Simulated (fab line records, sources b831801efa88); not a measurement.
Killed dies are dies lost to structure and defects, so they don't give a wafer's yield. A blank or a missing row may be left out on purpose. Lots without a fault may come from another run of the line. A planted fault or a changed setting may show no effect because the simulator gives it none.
Chamber matching | flow sky130 | SKY_SPACER_ETCHBACK_02 on rie_diel-03: 4 sister chambers
The step etches Si3N4 in CH3F/O2, stops on SiO2, time 46.7 s, target depth 45 nm. 20 wafers are shown with their chamber, then 10 later ones without.

WAFERS WITH THEIR CHAMBER
wafer  | chamber | drypump_motor_current_A (A) | rf_fwd_power_W (W) | oes_product_au (a.u.)
L077.3 | 1       | 6.3                         | 392.9              | 0.849
L077.4 | 1       | 6.2                         | 391.3              | 0.843
L077.5 | 0       | 6.6                         | 397.2              | 0.848
L079.1 | 0       | 6.6                         | 399.1              | 0.859
L079.4 | 3       | 6.1                         | 393.0              | 0.845
L079.6 | 3       | 6.1                         | 395.4              | 0.858
L081.2 | 2       | 5.5                         | 395.0              | 0.842
L081.3 | 1       | 6.3                         | 392.0              | 0.838
L081.5 | 2       | 5.5                         | 394.9              | 0.851
L084.4 | 3       | 6.1                         | 394.7              | 0.851
L084.5 | 3       | 6.1                         | 394.4              | 0.859
L084.6 | 2       | 5.5                         | 393.9              | 0.854
L083.2 | 3       | 6.1                         | 395.4              | 0.858
L083.5 | 3       | 6.1                         | 395.1              | 0.853
L083.6 | 0       | 6.7                         | 396.6              | 0.855
L085.1 | 3       | 6.1                         | 393.9              | 0.844
L085.5 | 0       | 6.6                         | 395.4              | 0.852
L085.6 | 1       | 6.2                         | 393.0              | 0.854
L086.2 | 0       | 6.6                         | 396.5              | 0.852
L086.5 | 1       | 6.3                         | 393.2              | 0.853

SIGNATURES (means of the wafers above)
reading                 | chamber 0 | chamber 1 | chamber 2 | chamber 3 | scatter within a chamber
drypump_motor_current_A | 6.620     | 6.260     | 5.500     | 6.100     | 0.0354
rf_fwd_power_W          | 396.960   | 392.480   | 394.600   | 394.557   | 0.98
oes_product_au          | 0.85320   | 0.84740   | 0.84900   | 0.85257   | 0.00594
Rule: a wafer's distance from a chamber is the root of the sum, over the readings, of the square of ((its reading less the chamber's mean) divided by the reading's scatter). The wafer belongs to the nearest chamber; if the next one is less than 2 further off, it can't be placed. The scatter: the root of (the sum of the squares of (reading less its chamber's mean) over the shown wafers, divided by (wafers less chambers)).

WAFERS WITHOUT THEIR CHAMBER
wafer  | drypump_motor_current_A (A) | rf_fwd_power_W (W) | oes_product_au (a.u.)
L086.6 | 6.6                         | 397.2              | 0.846
L087.2 | 6.3                         | 392.1              | 0.859
L087.3 | 5.5                         | 394.8              | 0.859
L087.4 | 6.6                         | 397.4              | 0.853
L090.2 | 6.2                         | 392.2              | 0.865
L090.3 | 6.1                         | 393.7              | 0.859
L090.5 | 5.5                         | 393.7              | 0.852
L093.1 | 6.6                         | 398.3              | 0.853
L093.3 | 5.5                         | 393.8              | 0.848
L093.5 | 5.5                         | 395.6              | 0.845

WHICH CHAMBER EACH WENT THROUGH
wafer  | from the rows above     | in truth
L086.6 | 0                       | 0
L087.2 | 1                       | 1
L087.3 | 2                       | 2
L087.4 | 0                       | 0
L090.2 | can't be placed: 1 or 3 | 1
L090.3 | 3                       | 3
L090.5 | 2                       | 2
L093.1 | 0                       | 0
L093.3 | 2                       | 2
L093.5 | 2                       | 2
Placed correctly: 9 of 10. Can't be placed from these rows: 1 (the true chamber is among the candidates in 1). Placed wrongly: 0.
